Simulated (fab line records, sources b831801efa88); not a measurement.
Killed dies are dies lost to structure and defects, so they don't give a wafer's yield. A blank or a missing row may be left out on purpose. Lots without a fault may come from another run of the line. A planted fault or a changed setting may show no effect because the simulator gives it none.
fab line records | flow sfq_line
record lots=15 wafers=42 last_day=92
route steps=325 shown M3@119
lots that met no fault: from a run of the same line without faults
start_h: hours from the record's first day to the start of the lot's first wafer shown | wait_h: hours since the lot's step before | " the same as in the row above | L1.1+2: a row that stands for several wafers | - no value, or no start given | * or withheld: withheld | < > ~ a bound
route shown NAME@n: a module of which the file shows steps, and the number in the route of the first | usual: mean/standard deviation of fault-free wafers | same: alike in all rows | chamber/n: place in a boat | sites: the reading at each site | _std_site: their standard deviation | _edge_site: outer sites' mean less inner sites' | radius_mm: how far each site lies from the wafer's centre | mask NAME#n: copy n | behind: the tool/chamber that last shaped the wafer | hold: why the lot was held/for how many hours/how that ended | device: the transistor (n, p or np) that didn't switch | end of line: the same wafers' tests at the end of the route | a step without rows: its recipe alone | killed: dies lost to structure and defects at the first sort, not the wafer's yield | map: a wafer's dies, x killed, . not, _ none there
set.NAME: the setting as run; set.NAME@STEP: as run at that earlier step | model.NAME: the simulator's own value behind a step, which no gauge read
steps of the route over a sample of lots; a table a step, a row a wafer
services: from which hour (start_h, from the record's first day; less than 0 if before it) a tool's chamber was out of use, for how many hours, and why
## steps
# step SFQ_TRILAYER_M3_DEP_SPUTTER_073
# recipe material=Nb base_pressure_pa=1.33e-06 chamber_pressure_pa=0.1333 substrate_temp_c=20 resputter_cathode_voltage_v=400 target_thk_nm=200 power_w=2000 time_s=133.3
# usual cathode_dc_power_W=2000.0/0.33 throttle_valve_pct=30.5/0.95
# columns lot.wafer tool chamber start_h wait_h cathode_dc_power_W throttle_valve_pct
L224.2 pvd_sputter-04 - 702.88 0.0 2000.1 30.8
L224.5 " - " " 1999.6 31.1
L224.6 " - " " 1999.5 29.2
L225.2 pvd_sputter-04 - 709.08 0.0 2000.1 31.0
L225.5 " - " " 2000.2 30.8
L225.6 " - " " 2000.1 31.2
L227.3 pvd_sputter-04 - 724.20 0.0 2000.0 29.1
L227.4 " - " " 1999.7 31.4
L227.6 " - " " 1999.8 30.9
L231.2 pvd_sputter-06 - 762.60 0.0 2000.4 31.4
L231.3 " - " " 1999.7 29.0
L231.6 " - " " 1999.6 30.1
L232.2 pvd_sputter-04 - 763.80 0.0 1999.6 30.9
L232.5 " - " " 1999.5 31.0
L232.6 " - " " 2000.2 30.6
L234.1 pvd_sputter-04 - 789.88 0.0 1999.5 30.9
L234.4 " - " " 2000.1 31.5
L235.1 pvd_sputter-04 - 798.26 0.0 2000.2 30.9
L235.4 " - " " 1999.7 29.3
L236.1 pvd_sputter-04 - 808.08 0.0 1999.8 31.0
L236.4 " - " " 2000.1 30.8
L240.2 pvd_sputter-03 - 868.15 0.0 2000.6 30.7
L240.3 " - " " 2000.1 28.8
L240.6 " - " " 2000.1 31.8
L242.1 pvd_sputter-04 - 887.07 0.0 2000.6 31.1
L242.3 " - " " 1999.8 30.8
L242.6 " - " " 1999.8 31.1
L243.2 pvd_sputter-03 - 900.40 0.0 2000.1 28.8
L243.5 " - " " 2000.4 30.6
L243.6 " - " " 1999.7 31.3
L244.1 pvd_sputter-04 - 901.60 0.0 2000.1 31.1
L244.3 " - " " 1999.7 30.9
L244.5 " - " " 2000.1 31.1
L245.2 pvd_sputter-03 - 917.20 0.0 2000.1 31.5
L245.4 " - " " 1999.9 28.9
L245.6 " - " " 1999.3 29.8
L246.3 pvd_sputter-04 - 926.92 0.0 2000.0 30.8
L246.4 " - " " 1999.6 31.2
L246.5 " - " " 1999.7 31.1
L247.2 pvd_sputter-06 - 936.52 0.0 1999.9 30.6
L247.3 " - " " 1999.7 28.9
L247.5 " - " " 1999.8 31.3
# step SFQ_M3_RS_MEAS_919
# recipe thk_meas_gauge=four-point-probe reads=Nb_of_TRILAYER_M3_DEP_SPUTTER_073
# usual M3_NB_RS=0.891/0.009
# columns lot.wafer tool chamber start_h wait_h hold M3_NB_RS[ohm/sq]
L224.2 film_metro-04 - 702.99 0.1 - 0.889
L224.5 " - " " - 0.903
L224.6 " - " " - 0.895
L225.2 film_metro-01 - 709.19 0.1 - 0.884
L225.5 " - " " - 0.883
L225.6 " - " " - 0.889
L227.3 film_metro-03 - 724.33 0.1 - 0.885
L227.4 " - " " - 0.890
L227.6 " - " " - 0.888
L231.2 film_metro-03 - 762.71 0.1 - 0.883
L231.3 " - " " - 0.890
L231.6 " - " " - 0.903
L232.2 film_metro-04 - 763.91 0.1 - 0.896
L232.5 " - " " - 0.892
L232.6 " - " " - 0.890
L234.1 film_metro-03 - 789.97 0.0 await_dispo/0.2h/release 0.886
L234.4 " - " " await_dispo/0.2h/release 0.526
L234.1 film_metro-03 - 790.26 0.3 - 0.886
L234.4 " - " " - 0.526
L235.1 film_metro-01 - 798.36 0.0 await_dispo/0.2h/release 0.885
L235.4 " - " " await_dispo/0.2h/release 0.521
L235.1 film_metro-01 - 798.64 0.3 - 0.884
L235.4 " - " " - 0.523
L236.1 film_metro-04 - 808.17 0.0 await_dispo/0.2h/release 0.892
L236.4 " - " " await_dispo/0.2h/release 0.526
L236.1 film_metro-04 - 808.46 0.3 - 0.893
L236.4 " - " " - 0.526
L240.2 film_metro-01 - 868.26 0.1 - 0.894
L240.3 " - " " - 0.895
L240.6 " - " " - 0.890
L242.1 film_metro-01 - 887.16 0.0 - 0.908
L242.3 " - " " - 0.907
L242.6 " - " " - 0.907
L243.2 film_metro-03 - 900.51 0.1 - 0.899
L243.5 " - " " - 0.901
L243.6 " - " " - 0.899
L244.1 film_metro-01 - 901.69 0.0 - 0.900
L244.3 " - " " - 0.907
L244.5 " - " " - 0.914
L245.2 film_metro-03 - 917.31 0.1 - 0.890
L245.4 " - " " - 0.895
L245.6 " - " " - 0.882
L246.3 film_metro-01 - 927.05 0.1 - 0.901
L246.4 " - " " - 0.893
L246.5 " - " " - 0.898
L247.2 film_metro-01 - 936.63 0.1 - 0.899
L247.3 " - " " - 0.900
L247.5 " - " " - 0.890
# step SFQ_TRILAYER_M3_ETCH_METAL_ETCH_078
# recipe target=Nb stop_on=SiO2 mask_material=PR chemistry=Cl2/Ar target_depth_nm=240 icp_w=600 bias_w=80 pressure_mtorr=10 time_s=120
# usual bias_w=79.98/0.25 drypump_motor_current_A=5.8/0.34 he_backside_leak_sccm=3.43/0.22 oes_product_au=0.893/0.0071
# columns lot.wafer tool chamber start_h wait_h bias_w drypump_motor_current_A he_backside_leak_sccm oes_product_au rf_hours_counter_h
L224.2 rie_metal-04 0 866.06 0.0 79.91 5.8 3.15 0.894 101
L224.5 " 1 " " 79.96 6.2 3.08 0.892 -
L224.6 " 0 " " 80.07 5.7 3.24 0.894 -
L225.2 rie_metal-04 0 872.06 0.0 79.97 5.8 3.09 0.895 102
L225.5 " 1 " " 80.05 6.2 3.46 0.899 -
L225.6 " 0 " " 79.80 5.8 3.17 0.902 -
L227.3 rie_metal-01 0 883.85 0.1 80.06 5.5 3.51 0.896 -
L227.4 " 1 " " 80.17 5.5 3.64 0.902 -
L227.6 " 1 " " 80.02 5.4 3.75 0.886 -
L231.2 rie_metal-04 1 913.90 0.0 80.04 6.2 3.23 0.897 74
L231.3 " 1 " " 79.70 6.2 3.32 0.889 -
L231.6 " 1 " " 80.17 6.2 3.22 0.890 -
L232.2 rie_metal-01 0 915.10 0.0 79.87 5.5 3.40 0.893 140
L232.5 " 1 " " 79.62 5.5 3.79 0.893 -
L232.6 " 0 " " 80.25 5.5 3.47 0.894 -
L234.1 rie_metal-02 1 936.82 0.0 79.85 6.3 3.42 0.893 106
L234.4 " 1 " " 79.60 6.3 3.50 1.001 -
L235.1 rie_metal-02 1 942.95 0.0 79.93 6.3 3.43 0.902 107
L235.4 " 1 " " 79.98 6.3 3.56 1.000 -
L236.1 rie_metal-04 1 954.95 0.0 80.44 6.1 3.35 0.882 79
L236.4 " 0 " " 79.19 5.8 3.33 0.984 -
L240.2 rie_metal-02 1 1023.72 0.0 80.07 6.3 3.29 0.885 118
L240.3 " 0 " " 79.88 5.4 3.59 0.891 -
L240.6 " 1 " " 80.11 6.3 3.36 0.891 -
L242.1 rie_metal-04 1 1040.52 0.0 79.99 6.1 3.22 0.887 90
L242.3 " 1 " " 79.99 6.2 3.20 0.880 -
L242.6 " 1 " " 79.68 6.2 3.11 0.886 -
L243.2 rie_metal-04 0 1056.24 0.0 80.38 5.8 3.21 0.889 128
L243.5 " 1 " " 80.17 6.1 3.25 0.897 -
L243.6 " 0 " " 80.16 5.8 3.38 0.889 -
L244.1 rie_metal-01 0 1059.84 0.0 79.99 5.5 3.24 0.888 8
L244.3 " 1 " " 79.61 5.5 3.69 0.875 -
L244.5 " 1 " " 79.81 5.5 3.73 0.877 -
L245.2 rie_metal-01 0 1077.84 0.0 79.88 5.5 3.40 0.888 12
L245.4 " 0 " " 79.96 5.5 3.36 0.884 -
L245.6 " 0 " " 79.82 5.5 3.24 0.897 -
L246.3 rie_metal-02 0 1085.09 0.1 80.40 5.5 3.45 0.879 -
L246.4 " 1 " " 79.42 6.3 3.78 0.896 -
L246.5 " 0 " " 79.91 5.5 3.31 0.889 -
L247.2 rie_metal-02 1 1095.56 0.0 79.72 6.3 3.49 0.884 127
L247.3 " 1 " " 79.84 6.3 3.40 0.885 -
L247.5 " 1 " " 80.03 6.3 3.50 0.886 -
## services
# columns tool chamber start_h hours kind
rie_metal-01 1 683.72 33.7 repair
rie_metal-02 - 688.64 14.6 pm
rie_metal-01 - 703.58 1.3 repair
pvd_sputter-03 - 733.08 5.9 repair
pvd_sputter-04 - 768.68 20.8 repair
pvd_sputter-06 - 811.37 0.8 repair
pvd_sputter-04 - 828.63 9.4 repair
pvd_sputter-03 - 847.85 1.1 repair
rie_metal-02 0 871.02 13.8 repair
rie_metal-02 1 891.52 1.6 repair
pvd_sputter-04 - 907.09 1.7 repair
pvd_sputter-06 - 914.90 1.9 repair
pvd_sputter-04 3 937.21 - consumable_replace:kit
pvd_sputter-04 3 937.21 18.0 scheduled_down
pvd_sputter-04 3 937.21 18.0 vent_cycle
pvd_sputter-04 - 965.09 8.9 repair
pvd_sputter-06 - 967.61 2.3 repair
rie_metal-01 0 968.15 - clean
rie_metal-01 0 968.15 22.3 scheduled_down
pvd_sputter-03 - 1026.68 4.4 repair
rie_metal-04 - 1038.78 0.9 repair
pvd_sputter-06 - 1047.91 2.0 repair
rie_metal-02 - 1053.20 2.8 pm
rie_metal-01 1 1062.94 5.3 repair
## key
first_sign step=SFQ_M3_RS_MEAS_919 reading=visit direction=added
effect step=SFQ_M3_RS_MEAS_919 reading=M3_NB_RS direction=down sigmas=41 usual=0.891 struck=0.524
effect step=SFQ_TRILAYER_M3_ETCH_METAL_ETCH_078 reading=oes_product_au direction=up sigmas=14 usual=0.893 struck=0.995
met_at SFQ_TRILAYER_M3_DEP_SPUTTER_073
struck_lots L234,L235,L236
struck_wafers L234.4,L235.4,L236.4
onset_between 763.80 789.88
fault kind=process_parameter_drift tool=pvd_sputter-04 chamber=- onset_h=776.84 steps=SFQ_TRILAYER_M3_DEP_SPUTTER_073 channel=target_thk_nm offset=136.85 shape=step end_h=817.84 scope=struck_wafers_only acts_in=these_recipes_only stated=200
